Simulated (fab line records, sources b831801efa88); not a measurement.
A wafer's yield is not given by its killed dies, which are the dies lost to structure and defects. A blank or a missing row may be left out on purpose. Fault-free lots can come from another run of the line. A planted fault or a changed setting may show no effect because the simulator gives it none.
Struck lot and sound lot, side by side -- flow gf180mcu -- 15 steps out of a route of 602
Sound: wafers L543.3, L543.4, L543.5. Wafers L549.1, L549.4, L549.5 were the ones struck. At the end, the cause is stated.
Each step with rows lists, per side, the tool, then ch with its chambers, then its first start. Under that, the readings that differ: sound wafers -- struck wafers -- difference of the means -- sigmas: that difference in standard deviations of wafers without a fault.
alike: readings whose means differ by less than 2 such deviations, and words and numbers that are the same on both sides. not compared: withheld readings, readings that some wafer has no value for, bounds like >300 that may hide the same value, and numbers for which the record gives no deviation and whose values overlap.
A row with sigmas, a row that says differs or no value, or rows on one side alone: a step with any of these is where the two part. Numbers that don't overlap but have no deviation are shown without sigmas and don't part them. Lack of a reading on every wafer of one side parts them only where that side has two or more wafers.

first, 6 steps without rows for these wafers: GF_HV_LDD_HMDS_40 (prime time 60 s); GF_HV_LDD_COAT_41 (resist thk 1000 nm); GF_HV_LDD_SOFTBAKE_42 (time 60 s); GF_HV_LDD_EXPOSE_43 (exposes mask Pplus HV AREA, target cd 400 nm); GF_HV_LDD_PEB_44; GF_HV_LDD_DEVELOP_45 (develop time 60 s).
GF_HV_LDD_CD_MEAS_46 targets a cd of 400 nm.
  sound on cd sem-01 at day 14 16:38; struck on cd sem-01 at day 16 19:40
  alike: cd nm
GF_HV_LDD_OVL_MEAS_47:
  sound on overlay-02 at day 14 16:43; struck on overlay-01 at day 16 19:47
  alike: HV_LDD_03_OVL
following that, these wafers have no rows for 1 step: GF_HV_LDD_IMPLANT_48.
GF_HV_LDD_STRIP_49: strips in O2/N2.
  sound on plasma asher-03 ch 0,1, day 14 16:56; struck on plasma asher-01 ch 0,1, day 16 19:59
  alike: drypump motor current A, heater power w, oes product au, strip time to endpoint s
  not compared: rf hours counter h
GF_HV_LDD_TW_MEAS_50:
  sound on film metro-02 at day 14 17:01; struck on film metro-01 at day 16 20:05
reading,sound,struck,difference,sigmas
HV_LDD_4_TW,573 571 570,554 552 551,-19,-3
then, 1 step without rows for these wafers: GF_HV_LDD_CLEAN_51 (cleans in SC1/SC2, time 150 s).
GF_HV_LDD_RTA_52: time 10 s.
  sound on rtp anneal-01 ch 0, day 14 17:08; struck on rtp anneal-01, day 16 20:11
  no value came back on the struck wafers for any of 5 readings (anneal temp c max, chamber o2 ppm and others); on the sound wafers anneal temp c max reads 1007.6 1007.1 1006.0
GF_HV_LDD_RS_MEAS_53: uses a four-point probe to measure.
  sound on film metro-01 at day 14 17:13; struck on film metro-01 at day 16 20:16
reading,sound,struck,difference,sigmas
HV_LDD_RS (ohm/sq),416.6 417.3 417.2,- - -,no value on the struck wafers,
then, 1 step without rows for these wafers: GF_HV_LDD_CVD_54 (deposits SiO2 from TEOS, target thk 10 nm, time 75 s).

WHERE THEY PART
At GF_HV_LDD_TW_MEAS_50 first; at GF_HV_LDD_RS_MEAS_53 last (within this record only).

WHY: whatever the simulator had introduced
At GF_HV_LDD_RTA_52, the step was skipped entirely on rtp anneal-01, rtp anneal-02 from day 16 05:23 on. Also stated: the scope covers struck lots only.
